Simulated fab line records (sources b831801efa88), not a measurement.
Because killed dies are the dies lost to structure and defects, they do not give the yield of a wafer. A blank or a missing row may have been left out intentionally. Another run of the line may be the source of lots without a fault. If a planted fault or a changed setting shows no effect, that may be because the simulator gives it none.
fab line records ; flow sfqLine
[record] lots = 15; wafers = 45; lastDay = 84
route steps=325 shown I2@105 I3@133 M4@155
lots untouched by any fault: they come from a run of this same line in which no faults occurred
startH: the number of hours between the record's first day and the start of the first shown wafer of the lot ; waitH: time in hours since the lot's previous step ; " identical to the entry in the row above ; L1.1+2: a row that stands for several wafers ; - no value present, or no start provided ; * or withheld: withheld ; < > ~ a bound
route shown NAME@n: NAME is a module with steps in the file, n the number in the route of the first one ; usual: average and standard deviation across the fault-free wafers ; same: alike in all rows ; chamber/n: place in a boat ; sites: readings site by site ; _std_site: the values' standard deviation ; _edge_site: outer sites' mean less inner sites' ; radiusMm: for every site, how far away it sits from the centre of the wafer ; mask NAME#n: copy n ; behind: the last tool/chamber to shape the wafer ; hold: why the lot went on hold/how many hours it stayed there/how the hold came to an end ; device: whichever transistor did not switch (one of n, p or np) ; end of line: the tests these same wafers got at the end of their route ; for a step that has no rows: nothing shown but its recipe ; killed: count of dies lost to structure and defects at first sort (not the wafer's yield) ; map: dies across one wafer; x = killed, . = not, _ = none there
set.NAME: the setting the step ran with; set.NAME@STEP: the setting that earlier step ran with ; model.NAME: the simulator's own value behind a step, which no gauge read
a sample of lots followed through the steps of the route, with each step as a table and each wafer as a row
services: a tool's chamber out of use, with start hour (startH, from the record's first day; less than 0 if before it), hours out, and reason
[[steps]]
[step SFQ_I2_BOW_MEAS_917]
[recipe] mode = bow
[usual] I2_BOW = 4/9.9
lot.wafer;tool;chamber;startH;waitH;I2_BOW[um]
L145.2;filmMetro-01;-;452.86;2.0;4
L145.5;filmMetro-01;-;452.86;2.0;10
L145.6;filmMetro-01;-;452.86;2.0;-5
L146.1;filmMetro-02;-;466.65;1.0;-3
L146.2;filmMetro-02;-;466.65;1.0;4
L146.4;filmMetro-02;-;466.65;1.0;7
L147.1;filmMetro-03;-;476.89;1.0;7
L147.2;filmMetro-03;-;476.89;1.0;-4
L147.5;filmMetro-03;-;476.89;1.0;-6
L151.3;filmMetro-01;-;512.75;1.0;-9
L151.5;filmMetro-01;-;512.75;1.0;-6
L151.6;filmMetro-01;-;512.75;1.0;-10
L153.2;filmMetro-01;-;534.77;1.0;23
L153.3;filmMetro-01;-;534.77;1.0;9
L153.6;filmMetro-01;-;534.77;1.0;18
L154.3;filmMetro-02;-;570.79;2.0;0
L154.5;filmMetro-02;-;570.79;2.0;11
L154.6;filmMetro-02;-;570.79;2.0;-1
L155.2;filmMetro-02;-;576.77;2.0;15
L155.5;filmMetro-02;-;576.77;2.0;3
L155.6;filmMetro-02;-;576.77;2.0;21
L156.4;filmMetro-03;-;582.82;1.1;7
L156.5;filmMetro-03;-;582.82;1.1;14
L156.6;filmMetro-03;-;582.82;1.1;14
L160.3;filmMetro-02;-;609.79;1.0;8
L160.4;filmMetro-02;-;609.79;1.0;16
L160.6;filmMetro-02;-;609.79;1.0;11
L162.2;filmMetro-01;-;624.77;2.0;10
L162.4;filmMetro-01;-;624.77;2.0;0
L162.6;filmMetro-01;-;624.77;2.0;13
L163.3;filmMetro-02;-;633.79;2.5;-12
L163.4;filmMetro-02;-;633.79;2.5;18
L163.6;filmMetro-02;-;633.79;2.5;3
L164.4;filmMetro-02;-;636.81;1.6;6
L164.5;filmMetro-02;-;636.81;1.6;-6
L164.6;filmMetro-02;-;636.81;1.6;-1
L165.1;filmMetro-01;-;641.68;2.5;0
L165.5;filmMetro-01;-;641.68;2.5;1
L165.6;filmMetro-01;-;641.68;2.5;4
L167.2;filmMetro-01;-;654.77;1.0;1
L167.3;filmMetro-01;-;654.77;1.0;3
L167.5;filmMetro-01;-;654.77;1.0;-13
L168.1;filmMetro-03;-;659.68;1.5;16
L168.4;filmMetro-03;-;659.68;1.5;10
L168.5;filmMetro-03;-;659.68;1.5;3
[step SFQ_TRILAYER_I3_DEP_PECVD_081]
[recipe] material = SiO2; tempC = 150; timeS = 111.11; pressureTorr = 2.4; rfW = 183.3; precursor = SiH4/N2O; targetThkNm = 500
[usual] chamberPressureTorr = 2.399/0.0053; heaterPowerOuterW = 28/9.4; heaterPowerW = 83/18; throttleValvePct = 24.2/1.9
lot.wafer;tool;chamber;startH;waitH;chamberPressureTorr;heaterPowerOuterW;heaterPowerW;throttleValvePct
L145.2;pecvd-03;2;640.80;0.0;2.406;20;72;28.9
L145.5;pecvd-03;0;640.80;0.0;2.400;50;133;26.9
L145.6;pecvd-03;2;640.80;0.0;2.399;23;76;29.1
L146.1;pecvd-03;1;649.20;0.0;2.399;28;79;26.1
L146.2;pecvd-03;0;649.20;0.0;2.401;52;137;26.4
L146.4;pecvd-03;2;649.20;0.0;2.403;28;81;29.2
L147.1;pecvd-04;1;656.40;0.0;2.399;28;96;24.5
L147.2;pecvd-04;0;656.40;0.0;2.400;22;73;23.0
L147.5;pecvd-04;0;656.40;0.0;2.406;24;77;22.6
L151.3;pecvd-01;0;687.60;0.0;2.394;14;59;24.2
L151.5;pecvd-01;1;687.60;0.0;2.397;30;89;22.5
L151.6;pecvd-01;0;687.60;0.0;2.399;16;61;24.6
L153.2;pecvd-01;1;711.60;0.0;2.396;31;90;23.0
L153.3;pecvd-01;0;711.60;0.0;2.403;20;66;24.3
L153.6;pecvd-01;2;711.60;0.0;2.394;38;85;23.0
L154.3;pecvd-01;1;747.70;0.0;-;-;-;-
L154.5;pecvd-01;0;747.70;0.0;-;-;-;-
L154.6;pecvd-01;2;747.70;0.0;-;-;-;-
L155.2;pecvd-03;2;755.65;0.0;-;-;-;-
L155.5;pecvd-03;2;755.65;0.0;-;-;-;-
L155.6;pecvd-03;0;755.65;0.0;-;-;-;-
L156.4;pecvd-01;2;759.29;0.0;-;-;-;-
L156.5;pecvd-01;0;759.29;0.0;-;-;-;-
L156.6;pecvd-01;1;759.29;0.0;-;-;-;-
L160.3;pecvd-04;1;795.84;0.0;2.399;34;106;24.9
L160.4;pecvd-04;2;795.84;0.0;2.393;31;84;22.5
L160.6;pecvd-04;2;795.84;0.0;2.401;20;67;22.5
L162.2;pecvd-04;2;812.77;0.0;2.416;23;71;22.3
L162.4;pecvd-04;0;812.77;0.0;2.403;23;75;23.1
L162.6;pecvd-04;1;812.77;0.0;2.396;39;109;25.4
L163.3;pecvd-01;0;817.40;0.0;2.399;16;62;24.6
L163.4;pecvd-01;1;817.40;0.0;2.391;24;78;22.9
L163.6;pecvd-01;0;817.40;0.0;2.399;18;63;24.6
L164.4;pecvd-04;0;820.62;0.0;2.406;19;70;23.2
L164.5;pecvd-04;1;820.62;0.0;2.406;32;102;25.2
L164.6;pecvd-04;2;820.62;0.0;2.404;20;67;22.5
L165.1;pecvd-01;1;827.00;0.0;2.401;24;78;22.8
L165.5;pecvd-01;2;827.00;0.0;2.393;39;90;22.9
L165.6;pecvd-01;1;827.00;0.0;2.398;26;83;23.1
L167.2;pecvd-04;1;834.20;0.0;2.393;36;109;24.9
L167.3;pecvd-04;2;834.20;0.0;2.395;28;77;22.4
L167.5;pecvd-04;1;834.20;0.0;2.396;37;110;25.4
L168.1;pecvd-01;2;836.60;0.0;2.404;34;80;22.9
L168.4;pecvd-01;0;836.60;0.0;2.394;18;66;25.0
L168.5;pecvd-01;2;836.60;0.0;2.403;36;85;22.8
[step SFQ_TRILAYER_I3_METRO_MEASURE_083]
lot.wafer;tool;chamber;startH;waitH
L145.2+5+6;filmMetro-04;-;649.07;0.3
L146.1+2+4;filmMetro-04;-;656.80;0.1
L147.1+2+5;filmMetro-04;-;665.80;0.1
L151.3+5+6;filmMetro-02;-;705.20;0.5
L153.2+3+6;filmMetro-04;-;730.79;0.3
L154.3+5+6;filmMetro-04;-;770.81;0.5
L155.2+5+6;filmMetro-04;-;779.61;0.3
L156.4+5+6;filmMetro-04;-;785.19;0.6
L160.3+4+6;filmMetro-01;-;820.99;0.5
L162.2+4+6;filmMetro-02;-;836.69;0.3
L163.3+4+6;filmMetro-02;-;844.99;0.5
L164.4+5+6;filmMetro-02;-;849.09;0.6
L165.1+5+6;filmMetro-01;-;853.59;0.1
L167.2+3+5;filmMetro-01;-;859.79;0.3
L168.1+4+5;filmMetro-04;-;862.59;0.1
[step SFQ_I3_OVL_MEAS_923]
[usual] I3_OVL = -1/4.8
lot.wafer;tool;chamber;startH;waitH;I3_OVL[nm]
L145.2;overlay-01;-;696.21;0.1;-3
L145.5;overlay-01;-;696.21;0.1;3
L145.6;overlay-01;-;696.21;0.1;-2
L146.1;overlay-01;-;705.80;0.1;0
L146.2;overlay-01;-;705.80;0.1;-5
L146.4;overlay-01;-;705.80;0.1;3
L147.1;overlay-01;-;715.40;0.1;-6
L147.2;overlay-01;-;715.40;0.1;-2
L147.5;overlay-01;-;715.40;0.1;-7
L151.3;overlay-02;-;757.06;0.1;2
L151.5;overlay-02;-;757.06;0.1;-3
L151.6;overlay-02;-;757.06;0.1;-5
L153.2;overlay-01;-;792.41;0.1;2
L153.3;overlay-01;-;792.41;0.1;2
L153.6;overlay-01;-;792.41;0.1;6
L154.3;overlay-02;-;829.61;0.1;-1
L154.5;overlay-02;-;829.61;0.1;-2
L154.6;overlay-02;-;829.61;0.1;-4
L155.2;overlay-01;-;838.01;0.1;7
L155.5;overlay-01;-;838.01;0.1;-1
L155.6;overlay-01;-;838.01;0.1;-1
L156.4;overlay-02;-;844.02;0.1;-3
L156.5;overlay-02;-;844.02;0.1;-2
L156.6;overlay-02;-;844.02;0.1;-2
L160.3;overlay-02;-;907.92;0.1;2
L160.4;overlay-02;-;907.92;0.1;0
L160.6;overlay-02;-;907.92;0.1;-3
L162.2;overlay-02;-;931.37;0.1;-5
L162.4;overlay-02;-;931.37;0.1;0
L162.6;overlay-02;-;931.37;0.1;-8
L163.3;overlay-02;-;943.37;0.1;6
L163.4;overlay-02;-;943.37;0.1;9
L163.6;overlay-02;-;943.37;0.1;8
L164.4;overlay-02;-;950.58;0.1;5
L164.5;overlay-02;-;950.58;0.1;0
L164.6;overlay-02;-;950.58;0.1;1
L165.1;overlay-02;-;957.76;0.1;-6
L165.5;overlay-02;-;957.76;0.1;-4
L165.6;overlay-02;-;957.76;0.1;-2
L167.2;overlay-02;-;966.17;0.1;1
L167.3;overlay-02;-;966.17;0.1;2
L167.5;overlay-02;-;966.17;0.1;0
L168.1;overlay-02;-;968.56;0.1;-8
L168.4;overlay-02;-;968.56;0.1;-8
L168.5;overlay-02;-;968.56;0.1;-8
[step SFQ_TRILAYER_I3_VIA_BARC_OPEN_VIA_ETCH_121]
[recipe] maskMaterial = PR; chemistry = O2; targetDepthNm = 125; target = BARC; sourceW = 500; biasW = 80; pressureMtorr = 30; timeS = 41.7
[usual] drypumpMotorCurrentA = 5.57/0.22; oesProductAu = 0.685/0.0048
lot.wafer;tool;chamber;startH;waitH;drypumpMotorCurrentA;oesProductAu;rfHoursCounterH
L145.2;rieDiel-03;3;696.24;0.0;5.81;0.687;10
L145.5;rieDiel-03;3;696.24;0.0;5.79;0.677;-
L145.6;rieDiel-03;0;696.24;0.0;5.46;0.691;-
L146.1;rieDiel-03;1;705.84;0.0;5.62;0.684;0
L146.2;rieDiel-03;2;705.84;0.0;5.75;0.685;61
L146.4;rieDiel-03;2;705.84;0.0;5.75;0.679;-
L147.1;rieDiel-03;3;715.44;0.0;5.76;0.687;11
L147.2;rieDiel-03;0;715.44;0.0;5.41;0.686;0
L147.5;rieDiel-03;3;715.44;0.0;5.77;0.686;-
L151.3;rieDiel-03;2;757.09;0.0;5.75;0.689;0
L151.5;rieDiel-03;2;757.09;0.0;5.77;0.684;-
L151.6;rieDiel-03;3;757.09;0.0;5.82;0.690;-
L153.2;rieDiel-02;3;792.44;0.0;5.40;0.680;9
L153.3;rieDiel-02;0;792.44;0.0;5.48;0.688;5
L153.6;rieDiel-02;0;792.44;0.0;5.46;0.680;-
L154.3;rieDiel-02;1;829.64;0.0;5.70;0.692;9
L154.5;rieDiel-02;1;829.64;0.0;5.73;0.684;-
L154.6;rieDiel-02;0;829.64;0.0;5.50;0.685;-
L155.2;rieDiel-02;0;838.04;0.0;5.50;0.690;6
L155.5;rieDiel-02;3;838.04;0.0;5.41;0.685;-
L155.6;rieDiel-02;0;838.04;0.0;5.49;0.678;-
L156.4;rieDiel-02;0;844.04;0.0;5.50;0.689;6
L156.5;rieDiel-02;2;844.04;0.0;4.96;0.684;-
L156.6;rieDiel-02;1;844.04;0.0;5.71;0.681;-
L160.3;rieDiel-04;0;907.95;0.0;5.69;0.688;2
L160.4;rieDiel-04;3;907.95;0.0;5.80;0.694;4
L160.6;rieDiel-04;2;907.95;0.0;5.78;0.679;-
L162.2;rieDiel-04;3;931.40;0.0;5.82;0.691;4
L162.4;rieDiel-04;1;931.40;0.0;5.36;0.696;1
L162.6;rieDiel-04;3;931.40;0.0;5.81;0.683;-
L163.3;rieDiel-03;0;943.40;0.0;5.43;0.689;5
L163.4;rieDiel-03;1;943.40;0.0;5.63;0.683;6
L163.6;rieDiel-03;0;943.40;0.0;5.43;0.696;-
L164.4;rieDiel-02;3;950.60;0.0;5.39;0.684;13
L164.5;rieDiel-02;1;950.60;0.0;5.72;0.690;-
L164.6;rieDiel-02;0;950.60;0.0;5.50;0.687;-
L165.1;rieDiel-03;2;957.80;0.0;5.76;0.686;6
L165.5;rieDiel-03;1;957.80;0.0;5.62;0.686;-
L165.6;rieDiel-03;2;957.80;0.0;5.75;0.694;-
L167.2;rieDiel-04;3;966.20;0.0;5.80;0.683;5
L167.3;rieDiel-04;2;966.20;0.0;5.80;0.687;10
L167.5;rieDiel-04;0;966.20;0.0;5.76;0.682;-
L168.1;rieDiel-03;2;968.60;0.0;5.74;0.684;6
L168.4;rieDiel-03;0;968.60;0.0;5.44;0.691;-
L168.5;rieDiel-03;2;968.60;0.0;5.74;0.680;-
[step SFQ_TRILAYER_I3_VIA_ETCH_VIA_ETCH_088]
[recipe] target = SiO2; stopOn = Nb; maskMaterial = PR; taperDeg = 20; chemistry = CHF3; targetDepthNm = 260; sourceW = 519.1; biasW = 80; pressureMtorr = 30; timeS = withheld
[usual] drypumpMotorCurrentA = 5.57/0.22; oesProductAu = 0.854/0.0053
lot.wafer;tool;chamber;startH;waitH;drypumpMotorCurrentA;oesProductAu
L145.2;rieDiel-03;3;696.28;0.0;5.79;0.851
L145.5;rieDiel-03;3;696.28;0.0;5.78;0.852
L145.6;rieDiel-03;0;696.28;0.0;5.44;0.853
L146.1;rieDiel-03;1;705.88;0.0;5.64;0.868
L146.2;rieDiel-03;2;705.88;0.0;5.77;0.853
L146.4;rieDiel-03;2;705.88;0.0;5.75;0.852
L147.1;rieDiel-03;3;715.48;0.0;5.79;0.856
L147.2;rieDiel-03;0;715.48;0.0;5.44;0.849
L147.5;rieDiel-03;3;715.48;0.0;5.80;0.857
L151.3;rieDiel-03;2;757.13;0.0;5.76;0.862
L151.5;rieDiel-03;2;757.13;0.0;5.75;0.854
L151.6;rieDiel-03;3;757.13;0.0;5.83;0.848
L153.2;rieDiel-02;3;792.48;0.0;5.40;0.861
L153.3;rieDiel-02;0;792.48;0.0;5.49;0.861
L153.6;rieDiel-02;0;792.48;0.0;5.48;0.852
L154.3;rieDiel-02;1;829.68;0.0;5.68;0.371
L154.5;rieDiel-02;1;829.68;0.0;5.70;0.366
L154.6;rieDiel-02;0;829.68;0.0;5.49;0.379
L155.2;rieDiel-02;0;838.08;0.0;5.47;0.372
L155.5;rieDiel-02;3;838.08;0.0;5.37;0.370
L155.6;rieDiel-02;0;838.08;0.0;5.46;0.370
L156.4;rieDiel-02;0;844.08;0.0;5.50;0.376
L156.5;rieDiel-02;2;844.08;0.0;4.95;0.366
L156.6;rieDiel-02;1;844.08;0.0;5.68;0.374
L160.3;rieDiel-04;0;907.99;0.0;5.72;0.858
L160.4;rieDiel-04;3;907.99;0.0;5.81;0.853
L160.6;rieDiel-04;2;907.99;0.0;5.78;0.852
L162.2;rieDiel-04;3;931.44;0.0;5.81;0.844
L162.4;rieDiel-04;1;931.44;0.0;5.36;0.851
L162.6;rieDiel-04;3;931.44;0.0;5.81;0.859
L163.3;rieDiel-03;0;943.44;0.0;5.41;0.861
L163.4;rieDiel-03;1;943.44;0.0;5.65;0.851
L163.6;rieDiel-03;0;943.44;0.0;5.43;0.858
L164.4;rieDiel-02;3;950.64;0.0;5.39;0.853
L164.5;rieDiel-02;1;950.64;0.0;5.73;0.858
L164.6;rieDiel-02;0;950.64;0.0;5.50;0.858
L165.1;rieDiel-03;2;957.84;0.0;5.75;0.855
L165.5;rieDiel-03;1;957.84;0.0;5.63;0.854
L165.6;rieDiel-03;2;957.84;0.0;5.76;0.853
L167.2;rieDiel-04;3;966.24;0.0;5.82;0.858
L167.3;rieDiel-04;2;966.24;0.0;5.79;0.857
L167.5;rieDiel-04;0;966.24;0.0;5.68;0.854
L168.1;rieDiel-03;2;968.64;0.0;5.75;0.857
L168.4;rieDiel-03;0;968.64;0.0;5.43;0.846
L168.5;rieDiel-03;2;968.64;0.0;5.76;0.859
[step SFQ_TRILAYER_M4_LITHO_EXPOSE_094]
[recipe] maskId = M4; na = 0.6; sourceShape = conventional; sigmaOuter = 0.65; targetCdNm = 500; doseMj = 14.4
[usual] exposureDoseMJCm2 = 14.398/0.012; focusOffsetNm = -0.1/0.53
lot.wafer;tool;chamber;startH;waitH;mask;exposureDoseMJCm2;focusOffsetNm
L145.2;krfScanner-01;0;746.60;-;M4#0;14.428;-0.2
L145.5;krfScanner-01;0;746.60;-;M4#0;14.414;0.2
L145.6;krfScanner-01;0;746.60;-;M4#0;14.400;-0.1
L146.1;krfScanner-01;0;757.95;-;M4#0;14.413;0.0
L146.2;krfScanner-01;0;757.95;-;M4#0;14.402;-0.3
L146.4;krfScanner-01;0;757.95;-;M4#0;14.419;-0.8
L147.1;krfScanner-01;0;769.75;-;M4#0;14.420;1.0
L147.2;krfScanner-01;0;769.75;-;M4#0;14.418;0.3
L147.5;krfScanner-01;0;769.75;-;M4#0;14.399;0.3
L151.3;krfScanner-01;0;816.50;-;M4#0;14.407;0.4
L151.5;krfScanner-01;0;816.50;-;M4#0;14.398;-0.1
L151.6;krfScanner-01;0;816.50;-;M4#0;14.407;-0.6
L153.2;krfScanner-01;0;855.90;-;M4#0;14.419;-0.8
L153.3;krfScanner-01;0;855.90;-;M4#0;14.412;0.5
L153.6;krfScanner-01;0;855.90;-;M4#0;14.414;-0.1
L154.3;krfScanner-01;-;922.06;-;M4#0;-;-
L154.5;krfScanner-01;-;922.06;-;M4#0;-;-
L154.6;krfScanner-01;-;922.06;-;M4#0;-;-
L155.2;krfScanner-01;-;931.26;-;M4#0;-;-
L155.5;krfScanner-01;-;931.26;-;M4#0;-;-
L155.6;krfScanner-01;-;931.26;-;M4#0;-;-
L156.4;krfScanner-01;-;941.26;-;M4#0;-;-
L156.5;krfScanner-01;-;941.26;-;M4#0;-;-
L156.6;krfScanner-01;-;941.26;-;M4#0;-;-
L160.3;krfScanner-01;0;1027.46;-;M4#0;14.410;0.2
L160.4;krfScanner-01;0;1027.46;-;M4#0;14.410;-0.6
L160.6;krfScanner-01;0;1027.46;-;M4#0;14.394;-1.1
L162.2;krfScanner-01;0;1056.83;-;M4#0;14.388;-0.3
L162.4;krfScanner-01;0;1056.83;-;M4#0;14.388;-0.9
L162.6;krfScanner-01;0;1056.83;-;M4#0;14.375;-1.5
L163.3;krfScanner-01;0;1069.03;-;M4#0;14.396;-0.5
L163.4;krfScanner-01;0;1069.03;-;M4#0;14.417;-0.5
L163.6;krfScanner-01;0;1069.03;-;M4#0;14.412;0.3
L164.4;krfScanner-02;0;1079.69;-;M4#0;14.377;-1.5
L164.5;krfScanner-02;0;1079.69;-;M4#0;14.388;-1.2
L164.6;krfScanner-02;0;1079.69;-;M4#0;14.383;-1.2
L165.1;krfScanner-02;0;1090.57;-;M4#0;14.388;-0.2
L165.5;krfScanner-02;0;1090.57;-;M4#0;14.412;0.2
L165.6;krfScanner-02;0;1090.57;-;M4#0;14.398;0.0
L167.2;krfScanner-02;0;1103.52;-;M4#0;14.400;0.4
L167.3;krfScanner-02;0;1103.52;-;M4#0;14.402;0.3
L167.5;krfScanner-02;0;1103.52;-;M4#0;14.393;0.9
L168.1;krfScanner-02;0;1105.72;-;M4#0;14.399;-0.3
L168.4;krfScanner-02;0;1105.72;-;M4#0;14.416;0.5
L168.5;krfScanner-02;0;1105.72;-;M4#0;14.402;0.0
[[services]]
tool;chamber;startH;hours;kind
rieDiel-03;1;641.23;10.8;repair
rieDiel-02;2;733.17;52.4;repair
krfScanner-01;-;734.30;1.3;pm
krfScanner-01;-;751.20;0.8;pm
krfScanner-01;-;760.35;1.0;pm
krfScanner-01;-;770.95;0.8;pm
rieDiel-03;1;805.56;3.9;repair
rieDiel-03;3;833.04;13.4;repair
rieDiel-02;2;875.62;9.7;repair
rieDiel-02;1;887.49;6.5;repair
krfScanner-01;-;889.84;0.7;repair
krfScanner-01;-;890.48;12.3;repair
krfScanner-01;-;910.01;1.3;pm
rieDiel-03;0;913.36;3.7;repair
krfScanner-01;-;919.71;0.8;pm
krfScanner-01;-;928.86;1.0;pm
rieDiel-03;3;964.87;37.9;repair
rieDiel-03;0;974.59;1.7;repair
rieDiel-03;-;1026.69;2.8;pm
krfScanner-01;-;1037.86;3.6;pm
krfScanner-01;-;1077.77;0.2;repair
krfScanner-01;-;1087.83;1.3;pm
krfScanner-01;-;1089.13;0.8;pm
krfScanner-01;-;1098.28;1.0;pm
[[key]]
[firstSign] step = SFQ_TRILAYER_I3_DEP_PECVD_081; reading = toolRecord; direction = missing
[effect] step = SFQ_TRILAYER_I3_VIA_ETCH_VIA_ETCH_088; reading = oesProductAu; direction = down; sigmas = 91; usual = 0.854; struck = 0.371
[effect] step = SFQ_TRILAYER_M4_LITHO_EXPOSE_094; reading = toolRecord; direction = missing
metAt SFQ_TRILAYER_I3_DEP_PECVD_081
struckLots L154,L155,L156
notActingAt SFQ_I2_BOW_MEAS_917,SFQ_I3_OVL_MEAS_923,SFQ_TRILAYER_I3_VIA_BARC_OPEN_VIA_ETCH_121
onsetBetween 711.60 747.70
[fault] kind = skippedStepWhole; tool = pecvd-01,pecvd-03; chamber = -; onsetH = 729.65; steps = SFQ_TRILAYER_I3_DEP_PECVD_081; scope = struckLotsOnly
